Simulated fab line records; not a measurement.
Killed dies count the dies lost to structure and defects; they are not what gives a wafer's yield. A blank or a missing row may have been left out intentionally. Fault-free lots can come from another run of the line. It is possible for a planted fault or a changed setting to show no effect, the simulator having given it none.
fab line records ; flow gf180mcu ; part 2 of 2: steps 29 to 42 of 42
[record] lots = 5; wafers = 15; lastDay = 33
route steps=602 shown PSD@260 NSD@262 SAB@264 SALICIDE@278 CONTACT@287
lots that met no fault: taken from a fault-free run of the same line
startH: hours from the record's opening day to when the first of the lot's shown wafers began ; waitH: time in hours since the lot's previous step ; " same as the row above ; L1.1+2: a single row standing in for several wafers ; - no value present, or no start provided ; * or withheld: withheld ; < > ~ a bound
route shown NAME@n: NAME is a module with steps in the file, n the number in the route of the first one ; usual: average and standard deviation across the fault-free wafers ; same: alike in all rows ; chamber/n: place in a boat ; sites: each site's reading ; _std_site: standard deviation across them ; _edge_site: mean of outer sites minus mean of inner sites ; radiusMm: how far each site lies from the wafer's centre ; mask NAME#n: copy n ; behind: the most recent tool/chamber to have shaped the wafer ; hold: what put the lot on hold/how long, in hours/how the hold closed ; device: the transistor (n, p or np) that didn't switch ; end of line: tests run on the same wafers once the route is complete ; a step without rows: its recipe alone ; killed: count of dies lost to structure and defects at first sort (not the wafer's yield) ; map: the dies of a wafer, with x for killed, . for not killed, _ for no die there
set.NAME: the setting that was run; set.NAME@STEP: the one run at that earlier step ; model.NAME: the simulator's own value behind a step, which no gauge read
a table for each step, a row for each wafer; lots at some steps of the route
services: from which hour (startH, from the record's first day; less than 0 if before it) a tool's chamber was out of use, for how many hours, and why
[[steps]]
[step GF_CONTACT_THK_MEAS_01]
[recipe] reads = SiO2_of_CONTACT_CVD_00
[usual] CONTACT_CVD_00_THK = 299/4.3
lot.wafer;tool;chamber;startH;waitH;CONTACT_CVD_00_THK[nm]
L082.2;filmMetro-01;-;406.48;0.0;297
L082.4;filmMetro-01;-;406.48;0.0;300
L082.6;filmMetro-01;-;406.48;0.0;304
L083.1;filmMetro-01;-;416.24;0.0;299
L083.5;filmMetro-01;-;416.24;0.0;296
L083.6;filmMetro-01;-;416.24;0.0;301
L085.2;filmMetro-03;-;436.46;0.0;293
L085.3;filmMetro-03;-;436.46;0.0;293
L085.5;filmMetro-03;-;436.46;0.0;298
L090.1;filmMetro-01;-;484.39;0.0;297
L090.4;filmMetro-01;-;484.39;0.0;297
L090.5;filmMetro-01;-;484.39;0.0;294
L092.3;filmMetro-02;-;508.46;0.0;302
L092.4;filmMetro-02;-;508.46;0.0;305
L092.6;filmMetro-02;-;508.46;0.0;302
[step GF_CONTACT_CVD_02]
[recipe] material = SiO2; targetThkNm = 860; precursor = TEOS; tempC = 400; timeS = 95.992; rfW = 600
[usual] heaterPowerW = 678/87
lot.wafer;tool;chamber;startH;waitH;heaterPowerW
L082.2;pecvd-01;1;406.53;0.0;825
L082.4;pecvd-01;0;406.53;0.0;665
L082.6;pecvd-01;1;406.53;0.0;853
L083.1;pecvd-01;0;416.30;0.1;842
L083.5;pecvd-01;1;416.30;0.1;863
L083.6;pecvd-01;0;416.30;0.1;662
L085.2;pecvd-01;1;436.51;0.0;831
L085.3;pecvd-01;2;436.51;0.0;620
L085.5;pecvd-01;0;436.51;0.0;856
L090.1;pecvd-04;2;484.45;0.1;578
L090.4;pecvd-04;2;484.45;0.1;610
L090.5;pecvd-04;1;484.45;0.1;670
L092.3;pecvd-04;1;508.50;0.0;655
L092.4;pecvd-04;2;508.50;0.0;558
L092.6;pecvd-04;0;508.50;0.0;757
[step GF_CONTACT_THK_MEAS_03]
[recipe] reads = SiO2_of_CONTACT_CVD_02
[usual] CONTACT_CVD_02_THK = 861/12
lot.wafer;tool;chamber;startH;waitH;CONTACT_CVD_02_THK[nm]
L082.2;filmMetro-01;-;406.61;0.0;860
L082.4;filmMetro-01;-;406.61;0.0;861
L082.6;filmMetro-01;-;406.61;0.0;863
L083.1;filmMetro-03;-;416.37;0.0;854
L083.5;filmMetro-03;-;416.37;0.0;862
L083.6;filmMetro-03;-;416.37;0.0;863
L085.2;filmMetro-01;-;436.59;0.0;864
L085.3;filmMetro-01;-;436.59;0.0;850
L085.5;filmMetro-01;-;436.59;0.0;866
L090.1;filmMetro-01;-;484.52;0.0;855
L090.4;filmMetro-01;-;484.52;0.0;881
L090.5;filmMetro-01;-;484.52;0.0;863
L092.3;filmMetro-03;-;508.59;0.1;857
L092.4;filmMetro-03;-;508.59;0.1;879
L092.6;filmMetro-03;-;508.59;0.1;881
[step GF_CONTACT_CMP_04]
[recipe] material = SiO2; downForcePsi = 4; platenRpm = 60; padVelocityMS = 0.94248
[usual] motorCurrentA = 11.4/1.5; timeToEndpointS = 111/7.3
lot.wafer;tool;chamber;startH;waitH;motorCurrentA;timeToEndpointS
L082.4;cmp-02;0;406.82;0.2;13.3;109
L082.2;cmp-02;2;406.82;0.2;9.7;113
L082.6;cmp-02;0;406.82;0.2;13.6;109
L083.1;cmp-02;2;416.53;0.1;9.8;114
L083.6;cmp-02;0;416.53;0.1;13.8;111
L083.5;cmp-02;1;416.53;0.1;12.9;110
L085.2;cmp-01;0;436.69;0.1;13.2;100
L085.3;cmp-01;2;436.69;0.1;10.0;96
L085.5;cmp-01;0;436.69;0.1;12.4;102
L090.1;cmp-02;3;484.58;0.1;10.6;119
L090.4;cmp-02;0;484.58;0.1;13.0;117
L090.5;cmp-02;3;484.58;0.1;10.1;118
L092.4;cmp-02;1;508.63;0.0;12.8;117
L092.3;cmp-02;0;508.63;0.0;12.7;113
L092.6;cmp-02;1;508.63;0.0;12.6;119
[step GF_CONTACT_BOW_MEAS_05]
[recipe] mode = bow
[usual] CONTACT_BOW = 65/7.5
lot.wafer;tool;chamber;startH;waitH;CONTACT_BOW[um]
L082.2;filmMetro-03;-;407.14;0.2;65
L082.4;filmMetro-03;-;407.14;0.2;74
L082.6;filmMetro-03;-;407.14;0.2;62
L083.1;filmMetro-01;-;416.73;0.1;70
L083.5;filmMetro-01;-;416.73;0.1;63
L083.6;filmMetro-01;-;416.73;0.1;72
L085.2;filmMetro-01;-;436.96;0.2;72
L085.3;filmMetro-01;-;436.96;0.2;70
L085.5;filmMetro-01;-;436.96;0.2;62
L090.1;filmMetro-02;-;484.88;0.2;61
L090.4;filmMetro-02;-;484.88;0.2;64
L090.5;filmMetro-02;-;484.88;0.2;63
L092.3;filmMetro-03;-;508.97;0.1;72
L092.4;filmMetro-03;-;508.97;0.1;69
L092.6;filmMetro-03;-;508.97;0.1;81
[step GF_CONTACT_DEHYDRATE_06]
[recipe] tempC = 200; timeS = 60
lot.wafer;tool;chamber;startH;waitH
L082.2+4+6;lithoTrack-01;0;418.63;11.5
L083.1+5+6;lithoTrack-01;0;428.25;11.5
L085.2+3+5;lithoTrack-04;0;448.60;11.6
L090.1+4+5;lithoTrack-01;0;496.40;11.5
L092.3+4+6;lithoTrack-01;0;520.00;11.0
[step GF_CONTACT_HMDS_07]
[recipe] primeTimeS = 60; primeTempC = 120
[usual] primeTempC = 120.01/0.14
lot.wafer;tool;chamber;startH;waitH;primeTempC
L082.2;lithoTrack-01;0;418.78;0.1;120.01
L082.4;lithoTrack-01;0;418.78;0.1;120.01
L082.6;lithoTrack-01;0;418.78;0.1;120.04
L083.1;lithoTrack-01;0;428.40;0.1;120.07
L083.5;lithoTrack-01;0;428.40;0.1;119.98
L083.6;lithoTrack-01;0;428.40;0.1;120.24
L085.2;lithoTrack-04;0;448.75;0.1;120.09
L085.3;lithoTrack-04;0;448.75;0.1;120.05
L085.5;lithoTrack-04;0;448.75;0.1;120.07
L090.1;lithoTrack-01;0;496.55;0.1;120.05
L090.4;lithoTrack-01;0;496.55;0.1;120.14
L090.5;lithoTrack-01;0;496.55;0.1;120.03
L092.3;lithoTrack-01;0;520.15;0.1;119.95
L092.4;lithoTrack-01;0;520.15;0.1;120.00
L092.6;lithoTrack-01;0;520.15;0.1;119.93
[step GF_CONTACT_COAT_08]
[recipe] resist = BARC; tempC = withheld; timeS = withheld; spinRpm = withheld; resistThkNm = withheld
lot.wafer;tool;chamber;startH;waitH
L082.2+4+6;lithoTrack-01;0;418.93;0.1
L083.1+5+6;lithoTrack-01;0;428.55;0.1
L085.2+3+5;lithoTrack-04;0;448.90;0.1
L090.1+4+5;lithoTrack-01;0;496.70;0.1
L092.3+4+6;lithoTrack-01;0;520.30;0.1
[step GF_CONTACT_COAT_09]
[recipe] resist = KrF; spinRpm = withheld; resistThkNm = 1000
lot.wafer;tool;chamber;startH;waitH
L082.2+4+6;lithoTrack-01;0;-;-
L083.1+5+6;lithoTrack-01;0;-;-
L085.2+3+5;lithoTrack-04;0;-;-
L090.1+4+5;lithoTrack-01;0;-;-
L092.3+4+6;lithoTrack-01;0;-;-
[step GF_CONTACT_SOFTBAKE_10]
[recipe] tempC = 130; timeS = 60; resist = KrF
lot.wafer;tool;chamber;startH;waitH
L082.2+4+6;lithoTrack-01;0;-;-
L083.1+5+6;lithoTrack-01;0;-;-
L085.2+3+5;lithoTrack-04;0;-;-
L090.1+4+5;lithoTrack-01;0;-;-
L092.3+4+6;lithoTrack-01;0;-;-
[step GF_CONTACT_EXPOSE_11]
[recipe] maskId = Contact; targetCdNm = 220; na = 0.68; sourceShape = conventional; sigmaOuter = 0.6; doseMj = 38
lot.wafer;tool;chamber;startH;waitH;mask
L082.2+4+6;krfScanner-01;0;-;-;Contact#0
L083.1+5+6;krfScanner-01;0;-;-;Contact#0
L085.2+3+5;krfScanner-02;0;-;-;Contact#0
L090.1+4+5;krfScanner-01;0;-;-;Contact#0
L092.3+4+6;krfScanner-01;0;-;-;Contact#0
[step GF_CONTACT_PEB_12]
[recipe] pebTempC = 135; pebTimeS = 90; resist = KrF
lot.wafer;tool;chamber;startH;waitH
L082.2+4+6;lithoTrack-03;0;-;-
L083.1+5+6;lithoTrack-01;0;-;-
L085.2+3+5;lithoTrack-01;0;-;-
L090.1+4+5;lithoTrack-01;0;-;-
L092.3+4+6;lithoTrack-01;0;-;-
[step GF_CONTACT_DEVELOP_13]
[recipe] developTimeS = 60; resist = KrF; devTempC = 21
[same] developTimeS = 60
lot.wafer;tool;chamber;startH;waitH
L082.2+4+6;lithoTrack-03;0;430.83;0.2
L083.1+5+6;lithoTrack-01;0;440.50;0.2
L085.2+3+5;lithoTrack-01;0;460.78;0.2
L090.1+4+5;lithoTrack-01;0;508.35;0.2
L092.3+4+6;lithoTrack-01;0;531.85;0.1
[step GF_CONTACT_CD_MEAS_14]
[recipe] targetCdNm = 220
[usual] cdNm = 220.6/1.4
lot.wafer;tool;chamber;startH;waitH;cdNm
L082.2;cdSem-02;-;430.97;0.1;220.4
L082.4;cdSem-02;-;430.97;0.1;219.2
L082.6;cdSem-02;-;430.97;0.1;221.0
L083.1;cdSem-02;-;440.72;0.2;221.6
L083.5;cdSem-02;-;440.72;0.2;222.0
L083.6;cdSem-02;-;440.72;0.2;221.7
L085.2;cdSem-02;-;460.92;0.1;220.7
L085.3;cdSem-02;-;460.92;0.1;220.2
L085.5;cdSem-02;-;460.92;0.1;221.3
L090.1;cdSem-01;-;508.50;0.1;218.8
L090.4;cdSem-01;-;508.50;0.1;220.5
L090.5;cdSem-01;-;508.50;0.1;219.3
L092.3;cdSem-01;-;531.99;0.1;221.1
L092.4;cdSem-01;-;531.99;0.1;220.6
L092.6;cdSem-01;-;531.99;0.1;220.7
[[services]]
tool;chamber;startH;hours;kind
pecvd-02;-;358.34;0.5;repair
pvdSputter-04;-;361.27;5.7;repair
krfScanner-01;-;361.32;1.0;pm
pecvd-04;-;364.29;1.6;repair
hdpcvd-02;0;365.58;3.5;repair
pecvd-04;-;368.88;14.0;pm
pecvd-02;2;388.44;6.6;repair
krfScanner-01;-;389.52;1.3;pm
rieDiel-03;0;402.66;8.2;repair
krfScanner-01;-;402.72;2.4;repair
pecvd-02;-;403.41;6.0;pm
rtpAnneal-02;-;410.63;4.0;pm
cmp-02;-;417.43;0.7;repair
pvdSputter-01;-;426.56;1.4;repair
pvdSputter-02;-;427.17;1.0;repair
krfScanner-01;-;449.91;1.5;repair
cmp-02;-;455.27;5.7;pm
cmp-02;-;460.98;5.7;pm
ilineStepper-01;-;462.09;1.6;repair
pecvd-02;-;471.08;0.7;repair
rieDiel-03;0;482.73;7.4;repair
krfScanner-01;-;495.22;0.8;pm
ilineStepper-01;-;517.99;1.7;pm
krfScanner-01;-;530.32;1.0;pm
